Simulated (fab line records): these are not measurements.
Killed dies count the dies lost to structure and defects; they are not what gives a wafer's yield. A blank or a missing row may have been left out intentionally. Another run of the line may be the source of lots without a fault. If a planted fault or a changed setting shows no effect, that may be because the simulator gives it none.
A struck lot beside a sound one ; flow sky130 ; 43 steps out of a route of 708
Sound: the wafers L554.1, L554.4, L554.5. Struck: wafers L569.1, L569.2, L569.3. At the end, the cause is stated.
Each step with rows lists, per side, the tool, then ch with its chambers, then its first start. Under that, the readings that differ: sound wafers ; struck wafers ; difference of the means ; sigmas: that difference in standard deviations of wafers without a fault.
alike: words and numbers the same on both sides, and readings whose means are apart by under 2 such deviations; not compared: readings that were withheld, readings missing a value for some wafer, numbers with overlapping values and no deviation given by the record, and bounds like >300 which may hide the same value.
A row with sigmas, a row that says differs or no value, or rows on one side alone: a step with any of these is where the two part. Non-overlapping numbers with no deviation appear without sigmas and do not part them. A reading that every wafer of one side lacks parts them only if that side has two wafers or more.

first, 7 steps without rows for these wafers: SKY_SONOS_ONO_DEHYDRATE_06 (time 60 s); SKY_SONOS_ONO_HMDS_07 (prime time 60 s); SKY_SONOS_ONO_COAT_08 (resist thk 1140 nm); SKY_SONOS_ONO_SOFTBAKE_09 (time 60 s); SKY_SONOS_ONO_EXPOSE_10 (exposes mask ONOM, target cd 410 nm); SKY_SONOS_ONO_PEB_11; SKY_SONOS_ONO_DEVELOP_12 (develop time 60 s).
SKY_SONOS_ONO_CD_MEAS_13: the cd target is 410 nm.
  struck on cd-sem-01, day 19 11:04; sound on cd-sem-01, day 14 11:39
  alike: cd-nm
SKY_SONOS_ONO_OVL_MEAS_14:
  struck on overlay-02, day 19 11:11; sound on overlay-02, day 14 11:46
  alike: SONOS_ONO_OVL
SKY_SONOS_ONO_ETCH_15: etches the open film in CHF3/O2, target depth 19.52 nm, time 7.8 s.
  sound on rie-diel-04 ch 2,3, day 14 11:49; struck on rie-diel-02 ch 0,1,3, day 19 11:14
  alike: drypump-motor-current-A, oes-product-au, rf-fwd-power-W, throttle-valve-pct
  not compared: rf-hours-counter-h
then, 1 step without rows for these wafers: SKY_SONOS_ONO_WET_ETCH_16 (etches SiO2 in dHF, target depth 14 nm, time 280 s).
SKY_SONOS_ONO_STRIP_17: strips in O2/N2.
  sound on plasma-asher-02 ch 0,1, day 14 11:56; struck on plasma-asher-01 ch 0,1, day 19 11:20
reading;sound;struck;difference;sigmas
drypump-motor-current-A (A);4.9 4.9 6.1;6.7 5.8 6.7;+1.1;+2
  alike: oes-product-au, strip-time-to-endpoint-s
  not compared: rf-hours-counter-h
SKY_SONOS_ONO_WET_ETCH_18: etches Si3N4 in H3PO4, target depth 15 nm, time 172 s.
  sound on wet-bench-01 ch 0, day 14 12:02; struck on wet-bench-03 ch 3, day 19 11:26
then, 2 steps without rows for these wafers: SKY_GATE_OXIDE_CLEAN_00 (cleans in SC1/SC2, time 150 s); SKY_GATE_OXIDE_OXIDATION_01 (stabilise 600 s, purge 300 s, target thk 10.268 nm).
SKY_GATE_OXIDE_THK_MEAS_02:
  struck on film-metro-02, day 19 13:43; sound on film-metro-03, day 14 14:27
  alike: GATE_OXIDE_OXIDATION_00_THK
then, 7 steps without rows for these wafers: SKY_GATE_OXIDE_DEHYDRATE_03 (time 60 s); SKY_GATE_OXIDE_HMDS_04 (prime time 60 s); SKY_GATE_OXIDE_COAT_05 (resist thk 1140 nm); SKY_GATE_OXIDE_SOFTBAKE_06 (time 60 s); SKY_GATE_OXIDE_EXPOSE_07 (exposes mask LVOM, target cd 600 nm); SKY_GATE_OXIDE_PEB_08; SKY_GATE_OXIDE_DEVELOP_09 (develop time 60 s).
SKY_GATE_OXIDE_OVL_MEAS_10:
  struck on overlay-01, day 20 20:07; sound on overlay-02, day 15 16:14
  alike: GATE_OXIDE_OVL
then, 2 steps without rows for these wafers: SKY_GATE_OXIDE_IMPLANT_11; SKY_GATE_OXIDE_WET_ETCH_12 (etches SiO2 in dHF, target depth 16.8 nm, time 336 s).
SKY_GATE_OXIDE_STRIP_13: strips in O2/N2.
  sound on plasma-asher-03 ch 0,1, day 15 16:32; struck on plasma-asher-03 ch 0,1, day 20 20:25
  alike: drypump-motor-current-A, oes-product-au, strip-time-to-endpoint-s
  not compared: rf-hours-counter-h
SKY_GATE_OXIDE_TW_MEAS_14:
  struck on film-metro-03, day 20 20:31; sound on film-metro-02, day 15 16:38
  alike: GATE_OXIDE_TW
then, 3 steps without rows for these wafers: SKY_GATE_OXIDE_CLEAN_15 (cleans in SC1/SC2, time 150 s); SKY_GATE_OXIDE_OXIDATION_16 (stabilise 600 s, purge 300 s, target thk 3.57 nm); SKY_POLY_GATE_CVD_00 (deposits poly-Si, target thk 180 nm, time 720 s).
SKY_POLY_GATE_THK_MEAS_01:
  struck on film-metro-03, day 20 23:21; sound on film-metro-03, day 15 19:28
  alike: POLY_GATE_CVD_00_THK
then, 8 steps without rows for these wafers: SKY_RES_PROTECT_DEHYDRATE_00 (time 60 s); SKY_RES_PROTECT_HMDS_01 (prime time 60 s); SKY_RES_PROTECT_COAT_02 (resist thk 1140 nm); SKY_RES_PROTECT_SOFTBAKE_03 (time 60 s); SKY_RES_PROTECT_EXPOSE_04 (exposes mask RPM, target cd 1270 nm); SKY_RES_PROTECT_PEB_05; SKY_RES_PROTECT_DEVELOP_06 (develop time 60 s); SKY_POLY_GATE_IMPLANT_02.
SKY_RES_PROTECT_STRIP_07: strips in O2/N2.
  sound on plasma-asher-04 ch 0,1, day 16 22:26; struck on plasma-asher-01 ch 0,1, day 22 05:46
  alike: drypump-motor-current-A, oes-product-au, strip-time-to-endpoint-s
  not compared: rf-hours-counter-h
SKY_RES_PROTECT_TW_MEAS_08:
  struck on film-metro-02, day 22 05:52; sound on film-metro-01, day 16 22:32
  alike: POLY_GATE_TW
-- a jump in the record: the struck wafers' starts before and after are 28 days apart (it breaks off in module RES_PROTECT and resumes in module PAD_OPEN, where the first step shown is number 708 of the route) --
SKY_PAD_OPEN_PROBE_99:
  struck on prober-02, day 50 16:43; sound on prober-02, day 47 09:29
reading;sound;struck;difference;sigmas
hold;- - -;await-dispo/2.4h/release await-dispo/2.4h/release await-dispo/2.4h/release;no value on the sound wafers;
killed-at-front-end;22 21 18;55 56 58;+36;+8
killed-dies;86 87 92;114 127 121;+32;+3
  alike: killed_at_M0_to_M3, killed_at_M4_up, killed-at-contacts, killed-at-other, killed-on-rim, killed-open, killed-short

WHERE THEY PART
First at SKY_SONOS_ONO_STRIP_17; last, within this record, at SKY_PAD_OPEN_PROBE_99.

WHY: what the simulator had put in
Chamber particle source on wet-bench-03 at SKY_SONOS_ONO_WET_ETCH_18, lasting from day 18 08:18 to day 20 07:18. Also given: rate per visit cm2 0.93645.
